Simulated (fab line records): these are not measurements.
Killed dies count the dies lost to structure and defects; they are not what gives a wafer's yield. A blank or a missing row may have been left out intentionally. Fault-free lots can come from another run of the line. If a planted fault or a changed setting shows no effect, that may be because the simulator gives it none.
Problem report in the 8D (eight disciplines) form, filled by code	flow sky130	the parts of the form that need people (team, actions taken, sign-off) are left out

1. WHAT IS WRONG
killed-at-front-end at SKY_PAD_OPEN_PROBE_99 reads a mean of 54 on 4 wafers of 2 lots; wafers without a fault read 15 with a standard deviation of 4.1. That puts it +9.4 standard deviations away from the usual mean.
First seen on wafer L541.4, day 50 10:12, on prober-02. Wafers with a number at this step in the record: 4, from 2 lots. By rule, "out" or "out of limits" means more than 4 standard deviations away from the usual mean. The rest of the wafers with a number are treated as sound.

2. WHAT THIS IS AND IS NOT
question	is	is not
which readings at this step	killed-at-front-end	killed_at_M0_to_M3, killed_at_M4_up, killed-at-contacts, killed-short
which lots	L541, L542	-
which wafers of those lots	all that have a number	-
read on which tools	prober-01, prober-02	-
when	from day 50 10:12	up to then (0 sound wafers)

3. SUSPECTS, AND WHAT RULES EACH OUT
Counting: a tool stays on the suspect list if, at a process step up to the reading, it processed all lots that are out and no sound lot following the first of them.
- rie-diel-01 at SKY_SPACER_ETCHBACK_02 (etches Si3N4 in CH3F/O2, stops on SiO2, time 46.7 s, target depth 45 nm): kept. It ran every lot that is out, first L541 (day 29 19:10), and no sound lot after that.
- rie-diel-01 at SKY_POLY_CUT_ETCH_10 (etches BARC in N2/H2, stops on SiO2, time 45.9 s, target depth 60 nm): kept. It ran every lot that is out, first L541 (day 30 23:10), and no sound lot after that.
- rie-diel-01 at SKY_POLY_CUT_ETCH_11 (etches Si3N4 in CF4/CH2F2/Ar, stops on poly-Si, time 42.5 s, target depth 60 nm): kept. It ran every lot that is out, first L541 (day 30 23:13), and no sound lot after that.
- plasma-asher-03 at SKY_POLY_CUT_STRIP_12 (strips in O2/N2): kept. It ran every lot that is out, first L541 (day 30 23:15), and no sound lot after that.
Left after counting: rie-diel-01 at SKY_SPACER_ETCHBACK_02, rie-diel-01 at SKY_POLY_CUT_ETCH_10, rie-diel-01 at SKY_POLY_CUT_ETCH_11, plasma-asher-03 at SKY_POLY_CUT_STRIP_12.

4. THE CAUSE (what the simulator had put in)
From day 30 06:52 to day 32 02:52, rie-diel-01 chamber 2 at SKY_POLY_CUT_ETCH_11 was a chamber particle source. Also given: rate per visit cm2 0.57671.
Counting leaves 4 suspects; this tool is one of them.

5. THE EFFECT CHAIN, in route order
Each row: a reading whose mean over the struck wafers that have a number lies more than 3 standard deviations from the usual. Readings are gone through only where the record gives a usual standard deviation; hours: the median, over the lots, of the time from a lot's start at the first step in this table giving one to that lot's start at this step; sigmas: the change measured in usual standard deviations.
hours	step	reading	usual	on struck wafers	change	sigmas
0	SKY_PAD_OPEN_PROBE_99	killed-at-front-end	15	54	+38	+9.4
0	SKY_PAD_OPEN_PROBE_99	killed-dies	87	119	+32	+3.6
The process steps in it:
- SKY_PAD_OPEN_PROBE_99

6. HOW IT WOULD HAVE BEEN CAUGHT EARLIER
In this record no reading fell out of limits until day 50 10:12, 483 hours after the fault had begun at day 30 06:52.
Tool readings at SKY_POLY_CUT_ETCH_11 with a usual standard deviation given in the record: none out on any struck wafer, hence no alarm at a limit of 4 standard deviations on them.
The start of SKY_POLY_CUT_ETCH_11 on rie-diel-01 came by day 50 10:12 for every one of the lots that are out (2). Had the tool been put on hold then, not one of them would have been saved.
